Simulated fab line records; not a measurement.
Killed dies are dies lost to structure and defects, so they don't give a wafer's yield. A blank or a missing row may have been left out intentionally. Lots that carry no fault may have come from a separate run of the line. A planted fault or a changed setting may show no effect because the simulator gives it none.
Chamber matching | flow sky130 | SKY_VIA3_ETCH_15 on rie-diel-04 has 4 sister chambers
The step etches SiO2 in C4F8/O2/Ar, stops on TiN, target depth 507 nm, time 75.38 s. 8 wafers are shown with their chamber, then 7 later ones without.

== WAFERS, EACH WITH ITS CHAMBER ==
wafer  | chamber | chamber-pressure-mTorr (mTorr) | oes-product-au (a.u.)
L920.6 | 3       | 39.94                          | 0.961
L921.3 | 1       | 40.06                          | 0.960
L921.4 | 2       | 39.99                          | 0.970
L930.1 | 1       | 40.02                          | 0.965
L930.2 | 3       | 40.03                          | 0.963
L930.4 | 0       | 40.03                          | 0.967
L934.1 | 0       | 39.93                          | 0.967
L934.2 | 2       | 40.01                          | 0.959

== WAFERS WHOSE CHAMBER IS MISSING ==
wafer  | chamber-pressure-mTorr (mTorr) | oes-product-au (a.u.)
L934.5 | 40.00                          | 0.966
L936.1 | 40.02                          | 0.966
L936.3 | 40.04                          | 0.962
L936.4 | 39.98                          | 0.967
L937.1 | 40.00                          | 0.974
L937.2 | 39.96                          | 0.972
L937.5 | 40.07                          | 0.966

== EACH ONE'S CHAMBER ==
wafer  | from the rows above               | in truth
L934.5 | can't be placed: 2 or 0 or 3 or 1 | 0
L936.1 | can't be placed: 2 or 0 or 1 or 3 | 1
L936.3 | can't be placed: 1 or 2 or 3 or 0 | 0
L936.4 | can't be placed: 0 or 2 or 3 or 1 | 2
L937.1 | can't be placed: 0 or 2 or 1 or 3 | 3
L937.2 | can't be placed: 0 or 2 or 3 or 1 | 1
L937.5 | can't be placed: 1 or 2 or 0 or 3 | 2
Correct placement for 0 of the 7. Unplaceable from these rows: 7, with the true chamber sitting among the candidates in 7. Placed wrongly: 0.
How it was worked out, from the rows above alone: a wafer's distance from a chamber is the root of the sum, over the readings, of the square of ((its reading less the chamber's mean) divided by the reading's scatter). If the next closest chamber is less than 2 further off than the closest, the wafer can't be placed; otherwise it belongs to the closest. For every chamber, the mean is computed from those of its wafers that are shown. How the scatter is found: for the shown wafers, subtract from each reading the mean of its chamber, square and add these, divide the total by (wafers less chambers), then take the root.
